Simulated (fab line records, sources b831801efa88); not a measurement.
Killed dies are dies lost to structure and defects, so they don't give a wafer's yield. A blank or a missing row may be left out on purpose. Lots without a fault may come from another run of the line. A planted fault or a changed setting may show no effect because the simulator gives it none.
One fault seen from 2 desks | flow sky130 | each desk has only its own numbers; what lay behind them comes last

THE METROLOGY DESK
What the gauges read, lot by lot, whatever tool the lot ran on: means of the sampled wafers that have a number. A lot is out of limits, marked OUT, if its mean lies more than 4 standard deviations from the usual mean; the brackets give that distance.
Columns: A = cd_nm at SKY_POLY_GATE_CD_MEAS_13, usual 150.0 nm; B = cd_nm at SKY_LDD_P_CD_MEAS_07, usual 380.0 nm
lot  | first seen here | A     | B
L541 | day 14 21:22    | 153.4 | 382.3
L543 | day 17 00:26    | 149.7 | 380.4
L544 | day 18 02:22    | 150.3 | 382.9
L545 | day 18 03:41    | 148.7 | 378.5
L546 | day 18 14:34    | 151.9 | 377.4
L548 | day 19 13:50    | 151.4 | 382.9
L551 | day 20 17:10    | 148.4 | 376.7
L552 | day 20 23:40    | 148.8 | 379.6
L557 | day 23 08:43    | 148.1 | 377.2
L558 | day 23 09:46    | 150.4 | 382.5
L561 | day 24 12:40    | 150.4 | 378.1
L563 | day 25 08:27    | 151.8 | 379.7
L562 | day 25 08:34    | 149.0 | 379.5
This desk's finding: nothing out of limits on any of the 13 lots.

THE TOOL OWNER'S DESK: implanter-01
The tool's own readings at SKY_LDD_N_IMPLANT_11: means of the sampled wafers that have a number, for each lot that ran on this tool. A lot is out of limits, marked OUT, if its mean lies more than 4 standard deviations from the usual mean; the brackets give that distance.
Columns: A = beam_on_s at SKY_LDD_N_IMPLANT_11, usual 10.01 s; B = faraday_current_uA at SKY_LDD_N_IMPLANT_11, usual 422
lot  | first seen here | A                | B
L541 | day 16 04:08    | 9.94             | 425
L544 | day 19 13:05    | 10.00            | 422
L546 | day 19 23:44    | 10.18            | 415
L548 | day 20 23:22    | 11.02 (+5.0) OUT | 386 (-4.3) OUT
L551 | day 22 02:53    | 11.09 (+5.4) OUT | 383 (-4.6) OUT
L552 | day 22 09:45    | 10.91 (+4.5) OUT | 390
L557 | day 24 16:44    | 9.75             | 433
L561 | day 25 20:43    | 9.91             | 426
L563 | day 26 17:38    | 9.93             | 425
This desk's finding: out of limits on L548, L551, L552; first on L548, day 20 23:22 (beam_on_s at SKY_LDD_N_IMPLANT_11). In limits: L541, L544, L546, L557, L561, L563.

PUT TOGETHER
The tool owner's desk could have raised an alarm at day 20 23:22, on L548, L551, L552.
The metrology desk saw nothing out of limits.
The metrology desk has L548, L551, L552 on record, within its limits.
Of the lots named, all ran SKY_LDD_N_IMPLANT_11 on implanter-01.

WHAT THE SIMULATOR HAD PUT IN
Process parameter drift: implanter-01, from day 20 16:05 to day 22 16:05, at SKY_LDD_N_IMPLANT_11. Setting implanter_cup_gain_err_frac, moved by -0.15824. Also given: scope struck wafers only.
Lots struck among those shown: L548, L551, L552.
Hours from the fault's start to each desk's first reading out of limits: the tool owner's desk, 7.
